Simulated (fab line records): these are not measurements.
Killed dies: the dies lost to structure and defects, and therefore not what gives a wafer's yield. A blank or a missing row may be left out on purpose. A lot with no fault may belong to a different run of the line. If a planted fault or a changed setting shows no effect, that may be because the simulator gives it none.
Matching of chambers ; flow sky130 ; cmp-01 running SKY_FIELD_ISO_CMP_27: 4 sister chambers
The step polishes, stops on Si3N4, t overpolish 16 s, target thk 457.8 nm. 4 wafers are shown with their chamber, then 8 later ones without.

== WAFERS WITH THEIR CHAMBER ==
wafer;chamber;motor current A (A)
L587.3;3;12.9
L595.2;0;11.2
L595.5;1;12.4
L596.3;2;11.9

== WAFERS WHOSE CHAMBER IS MISSING ==
wafer;motor current A (A)
L596.5;12.3
L596.6;11.1
L597.4;11.7
L597.5;12.1
L597.6;12.3
L605.2;12.7
L605.3;10.8
L605.4;13.1

== WHICH CHAMBER EACH ONE RAN IN ==
wafer;from the rows above;in truth
L596.5;can't be placed: 1 or 2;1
L596.6;0;0
L597.4;can't be placed: 2 or 0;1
L597.5;can't be placed: 2 or 1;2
L597.6;can't be placed: 1 or 2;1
L605.2;can't be placed: 3 or 1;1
L605.3;0;0
L605.4;3;3
Placed correctly: 3 of 8. These rows do not allow placing 5 (true chamber among the candidates in 4). Wrongly placed: 0.
How it was worked out, from the rows above alone: a wafer's distance from a chamber is the root of the sum, over the readings, of the square of ((its reading less the chamber's mean) divided by the reading's scatter). The wafer belongs to the nearest chamber; if the next one is less than 2 further off, it can't be placed. For every chamber, the mean is computed from those of its wafers that are shown. The scatter (one wafer shown for each chamber): square how far every hidden wafer sits from the nearest shown wafer, average those squares and take the square root.
